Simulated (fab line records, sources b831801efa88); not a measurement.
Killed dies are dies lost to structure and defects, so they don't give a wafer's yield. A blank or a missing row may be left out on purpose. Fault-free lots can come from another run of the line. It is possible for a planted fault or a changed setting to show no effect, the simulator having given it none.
A lot that was struck, set against a sound lot ; flow sky130 ; 17 out of 708 route steps
Sound: wafers L910.2, L910.3, L910.6. Wafers L923.1, L923.5, L923.6 were the ones struck. The cause is given at the end.
For every step that has rows: the tool of each side, followed by ch and its chambers, followed by its first start. Under that, the readings that differ: sound wafers ; struck wafers ; difference of the means ; sigmas: that difference in standard deviations of wafers without a fault.
alike: readings whose means differ by less than 2 such deviations, and words and numbers that are the same on both sides. not compared: withheld readings, readings that some wafer has no value for, bounds like >300 that may hide the same value, and numbers for which the record gives no deviation and whose values overlap.
Wherever a step has rows on one side only, a row that says differs or no value, or a row with sigmas, the two part there. Numbers that don't overlap but have no deviation are shown without sigmas and don't part them. Lack of a reading on every wafer of one side parts them only where that side has two or more wafers.

SKY_GATE_OXIDE_TW_MEAS_14:
  struck on filmMetro-03, day 20 00:06; sound on filmMetro-03, day 14 19:11
  alike: GATE_OXIDE_TW
then, 3 steps without rows for these wafers: SKY_GATE_OXIDE_CLEAN_15 (cleans in SC1/SC2, time 150 s); SKY_GATE_OXIDE_OXIDATION_16 (stabilise 600 s, purge 300 s, target thk 3.57 nm); SKY_POLY_GATE_CVD_00 (deposits poly-Si, target thk 180 nm, time 720 s).
SKY_POLY_GATE_THK_MEAS_01:
  struck on filmMetro-01, day 20 03:29; sound on filmMetro-02, day 14 22:22
  alike: POLY_GATE_CVD_00_THK
then, 7 steps without rows for these wafers: SKY_RES_PROTECT_DEHYDRATE_00 (time 60 s); SKY_RES_PROTECT_HMDS_01 (prime time 60 s); SKY_RES_PROTECT_COAT_02 (resist thk 1140 nm); SKY_RES_PROTECT_SOFTBAKE_03 (time 60 s); SKY_RES_PROTECT_EXPOSE_04 (exposes mask RPM, target cd 1270 nm); SKY_RES_PROTECT_PEB_05; SKY_RES_PROTECT_DEVELOP_06 (develop time 60 s).
SKY_POLY_GATE_IMPLANT_02:
  sound on implanter-04 ch 0, day 16 03:37; struck on implanter-04 ch 0, day 21 10:47
reading;sound;struck;difference;sigmas
beamOnS (s);32.5 33.5 32.7;12.5 12.4 12.5;-20.4;-16
doseIonsCm2;7.702e+15 7.704e+15 7.704e+15;2.927e+15 2.924e+15 2.915e+15;-4.781e+15;-99 or more
endStationPressureTorr (Torr);1.22e-05 1.24e-05 1.17e-05;1.49e-05 1.55e-05 1.55e-05;+3.20e-06;+5
SKY_RES_PROTECT_STRIP_07: strips in O2/N2.
  sound on plasmaAsher-02 ch 0,1, day 16 03:44; struck on plasmaAsher-01 ch 0,1, day 21 10:56
reading;sound;struck;difference;sigmas
oesProductAu (a.u.);0.518 0.517 0.518;0.578 0.572 0.573;+0.057;+12
stripTimeToEndpointS (s);23.33 23.27 23.27;19.53 19.57 19.54;-3.74;-89
  alike: chamberPressureMTorr, drypumpMotorCurrentA
  not compared: rfHoursCounterH
SKY_RES_PROTECT_TW_MEAS_08:
  struck on filmMetro-03, day 21 11:02; sound on filmMetro-04, day 16 03:50
reading;sound;struck;difference;sigmas
POLY_GATE_TW;4081 4105 4093;3646 3655 3648;-443;-8
then, 1 step without rows for these wafers: SKY_RES_PROTECT_CLEAN_09 (cleans in SC1/SC2, time 150 s).
-- record jumps: 30 days separate the struck wafers' starts on either side; left off in module RES_PROTECT, taken up again in module PAD_OPEN, whose first shown step is the route's number 708 --
SKY_PAD_OPEN_PROBE_99:
  struck on prober-01, day 51 01:10; sound on prober-02, day 47 16:20
reading;sound;struck;difference;sigmas
killed_at_M0_to_M3;59 49 38;34 41 23;-16;-2
model.etest.resPoly.lineOhmUm;499.4 519 505;1521 1517 1609;+1041;
model.etest.liconPoly.rcOhm;149.1 149.1 151.1;922.8 926.4 950;+783.3;
model.etest.resPoly.rsOhmSq;48.33 48.18 47.28;138.5 137.4 140;+90.7;
model.etest.nfet_01v8.rOnOhmUm;845 845.3 840.9;848.7 865.9 878;+20.5;
model.etest.nfet_01v8_turned.driveUaUm;491.7 491.9 489.8;481.8 470.6 462.5;-19.5;
model.etest.nfet_01v8.driveUaUm;488.3 490.1 490.9;482.5 473 455.7;-19.4;
model.etest.nfet_01v8_lvt.driveUaUm;563 561.7 558.3;556.7 545.9 531.5;-16.3;
  alike: killed_at_M4_up, killedAtContacts, killedAtFrontEnd, killedAtOther, killedDies, killedOpen, killedShort
  not compared: model.etest.nfet_01v8_swapped.driveUaUm

== WHERE THEY PART ==
At SKY_POLY_GATE_IMPLANT_02 first; at SKY_PAD_OPEN_PROBE_99 last (within this record only).

WHY: the cause the simulator had injected
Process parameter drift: implanter-04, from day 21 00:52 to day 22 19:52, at SKY_POLY_GATE_IMPLANT_02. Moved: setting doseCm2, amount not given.
